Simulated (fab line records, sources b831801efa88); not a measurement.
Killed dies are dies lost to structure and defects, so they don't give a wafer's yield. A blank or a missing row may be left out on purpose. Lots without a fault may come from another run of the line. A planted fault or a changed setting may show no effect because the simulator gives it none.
A struck lot beside a sound one | flow sky130 | 16 steps out of a route of 708
Sound: wafers L312.2, L312.3, L312.4. Struck: wafers L303.2, L303.3, L303.4. The cause comes at the end.
At each step with rows: each side's tool, then ch and its chambers, then its first start. Under that, the readings that differ: sound wafers | struck wafers | difference of the means | sigmas: that difference in standard deviations of wafers without a fault.
alike: readings whose means differ by less than 2 such deviations, and words and numbers that are the same on both sides. not compared: withheld readings, readings that some wafer has no value for, bounds like >300 that may hide the same value, and numbers for which the record gives no deviation and whose values overlap.
The two part at a step that has a row with sigmas, a row that says differs or no value, or rows on one side only. Numbers that don't overlap but have no deviation are shown without sigmas and don't part them. A reading that every wafer of one side lacks parts them only if that side has two wafers or more.

first, 3 steps without rows for these wafers: SKY_SONOS_TUNNEL_EXPOSE_04 (exposes mask TUNM, target cd 410 nm); SKY_SONOS_TUNNEL_PEB_05; SKY_SONOS_TUNNEL_DEVELOP_06 (develop time 60 s).
SKY_SONOS_TUNNEL_CD_MEAS_07: target cd 410 nm.
  sound on cd_sem-02, day 17 23:40; struck on cd_sem-01, day 14 18:13
  reading    | sound             | struck            | difference | sigmas
  cd_nm (nm) | 409.3 410.4 407.8 | 415.2 413.3 413.0 | +4.7       | +2
SKY_SONOS_TUNNEL_OVL_MEAS_08:
  sound on overlay-02, day 17 23:47; struck on overlay-02, day 14 18:21
  alike: SONOS_TUNNEL_OVL
then, 3 steps without rows for these wafers: SKY_SONOS_TUNNEL_IMPLANT_09; SKY_SONOS_TUNNEL_WET_ETCH_10 (etches SiO2 in dHF, target depth 14 nm, time 280 s); SKY_SONOS_TUNNEL_STRIP_11 (strips in SPM, time 600 s).
SKY_SONOS_TUNNEL_TW_MEAS_12:
  sound on film_metro-01, day 18 00:15; struck on film_metro-01, day 14 19:01
  alike: SONOS_TUNNEL_TW
then, 2 steps without rows for these wafers: SKY_SONOS_TUNNEL_CLEAN_13 (cleans in dHF, time 20 s); SKY_SONOS_ONO_OXIDATION_00 (stabilise 600 s, purge 300 s, target thk 2.6 nm).
SKY_SONOS_ONO_THK_MEAS_01:
  sound on film_metro-04, day 18 04:02; struck on film_metro-04, day 14 21:20
  alike: SONOS_ONO_OXIDATION_THK
SKY_SONOS_ONO_CVD_02: deposits Si3N4 from DCS/NH3, target thk 10.5 nm, time 180 s.
  sound on lpcvd-02 ch 1, day 18 05:12; struck on lpcvd-02 ch 1, day 14 22:55
  reading                                     | sound             | struck            | difference | sigmas
  pressure_mtorr (mTorr)                      | 249.8 250.5 250.0 | 200.4 200.1 200.8 | -49.7      | -99 or more
  model.Si3N4_of_SONOS_ONO_CVD_02.thk_nm (nm) | 10.41 10.44 10.42 | 9.87 9.989 9.902  | -0.50      |
SKY_SONOS_ONO_THK_MEAS_03:
  sound on film_metro-04, day 18 06:16; struck on film_metro-04, day 14 23:58
  reading                   | sound             | struck         | difference | sigmas
  SONOS_ONO_CVD_02_THK (nm) | 10.46 10.46 10.46 | 9.82 9.99 9.90 | -0.56      | -3
then, 1 step without rows for these wafers: SKY_SONOS_ONO_CVD_04 (deposits SiO2 from SiH4/N2O, target thk 5.7199 nm).
-- the record jumps here: 34 days lie between the struck wafers' starts before and after (it left off in module SONOS_ONO and takes up again in module PAD_OPEN, whose first step shown is number 708 of the route) --
SKY_PAD_OPEN_PROBE_99:
  sound on prober-01, day 50 11:13; struck on prober-02, day 48 12:13
  reading                               | sound                   | struck                  | difference | sigmas
  model.etest.cap_ono.gate_log10_a_cm2  | -7.864 -7.827 -7.847    | -7.643 -7.782 -7.744    | +0.123     |
  model.etest.cap_ono.tox_acc_nm (nm)   | 12.87 12.86 12.78       | 12.71 12.72 12.75       | -0.11      |
  model.etest.sonos_programmed.vt_v (V) | 1.481 1.481 1.496       | 1.57 1.559 1.581        | +0.08      |
  model.etest.sonos_baked.vt_less_v (V) | -0.5555 -0.5033 -0.4961 | -0.5594 -0.5921 -0.6046 | -0.0671    |
  alike: killed_at_M0_to_M3, killed_at_M4_up, killed_at_contacts, killed_at_front_end, killed_at_other, killed_dies, killed_on_rim, killed_open, killed_short
  not compared: model.etest.sonos_erased.vt_v, model.etest.sonos_baked.vt_v

WHERE THEY PART
First at SKY_SONOS_TUNNEL_CD_MEAS_07; last, within this record, at SKY_SONOS_ONO_THK_MEAS_03. Later steps at which nothing parts them and some readings are alike: SKY_PAD_OPEN_PROBE_99.

WHY: what the simulator had put in
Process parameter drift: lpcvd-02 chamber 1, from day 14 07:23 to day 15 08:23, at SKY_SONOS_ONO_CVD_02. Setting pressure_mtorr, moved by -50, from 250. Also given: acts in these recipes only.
